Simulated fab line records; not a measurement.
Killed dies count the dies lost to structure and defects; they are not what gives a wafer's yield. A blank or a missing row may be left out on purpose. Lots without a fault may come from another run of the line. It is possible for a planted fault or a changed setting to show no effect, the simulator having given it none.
One fault seen from 2 desks / flow gf180mcu / numbers are kept per desk, each desk with only its own; the story behind them comes last

FROM THE METROLOGY DESK
Lot by lot, what the gauges showed, no matter which tool ran the lot: averages of those sampled wafers that carry a number. A lot is out of limits, marked OUT, if its mean lies more than 4 standard deviations from the usual mean; the brackets give that distance.
Columns: A = cdNm at GF_V5_CD_MEAS_14, usual 260.1 nm
lot=L345; first seen here=day 27 07:38; A=261.3
lot=L349; first seen here=day 28 06:37; A=260.4
lot=L351; first seen here=day 29 01:41; A=259.2
lot=L353; first seen here=day 29 20:00; A=261.4
lot=L355; first seen here=day 30 11:49; A=259.8
lot=L356; first seen here=day 30 21:10; A=258.8
lot=L357; first seen here=day 31 08:40; A=260.3
lot=L360; first seen here=day 32 02:22; A=260.6
lot=L361; first seen here=day 32 06:22; A=259.9
lot=L367; first seen here=day 33 06:26; A=274.2 (+12) OUT
lot=L368; first seen here=day 33 09:16; A=273.1 (+11) OUT
Finding of this desk: L367, L368 out of limits; the first was L367 at day 33 06:26, on cdNm at GF_V5_CD_MEAS_14. Within limits: L345, L349, L351, L353, L355, L356, L357, L360, L361.

FOR THE TOOL OWNER'S DESK: krfScanner-02
The tool's own readings at GF_V5_EXPOSE_11 (exposes mask Via5, target cd 260 nm): means of the sampled wafers that have a number, for each lot that ran on this tool. A lot is out of limits, marked OUT, if its mean lies more than 4 standard deviations from the usual mean; the brackets give that distance.
Columns: A = exposureDoseMJCm2 at GF_V5_EXPOSE_11, usual 38.3
lot=L345; first seen here=day 26 22:28; A=38.7
lot=L349; first seen here=day 27 21:29; A=38.7
lot=L351; first seen here=day 28 16:47; A=38.7
lot=L353; first seen here=day 29 10:51; A=38.8
lot=L355; first seen here=day 30 02:46; A=38.8
lot=L367; first seen here=day 32 22:36; A=41.9 (+9.6) OUT
lot=L368; first seen here=day 33 01:35; A=41.9 (+9.8) OUT
Finding of this desk: L367, L368 out of limits; the first was L367 at day 32 22:36, on exposureDoseMJCm2 at GF_V5_EXPOSE_11. Within limits: L345, L349, L351, L353, L355.

ALL TOGETHER
The tool owner's desk had the chance to raise an alarm at day 32 22:36 on L367, L368.
At day 33 06:26 the metrology desk could have sounded an alarm, on L367, L368.
Of the lots named, all ran GF_V5_EXPOSE_11 on krfScanner-02.

WHAT WAS PUT IN BY THE SIMULATOR
Drift in process parameters on krfScanner-02 at GF_V5_EXPOSE_11, starting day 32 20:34. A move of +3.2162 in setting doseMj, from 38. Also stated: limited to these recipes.
Shown lots that were struck: L367, L368.
Delay (hours) between the fault's onset and each desk's first out-of-limits reading: 2 at the tool owner's desk, 10 at the metrology desk.
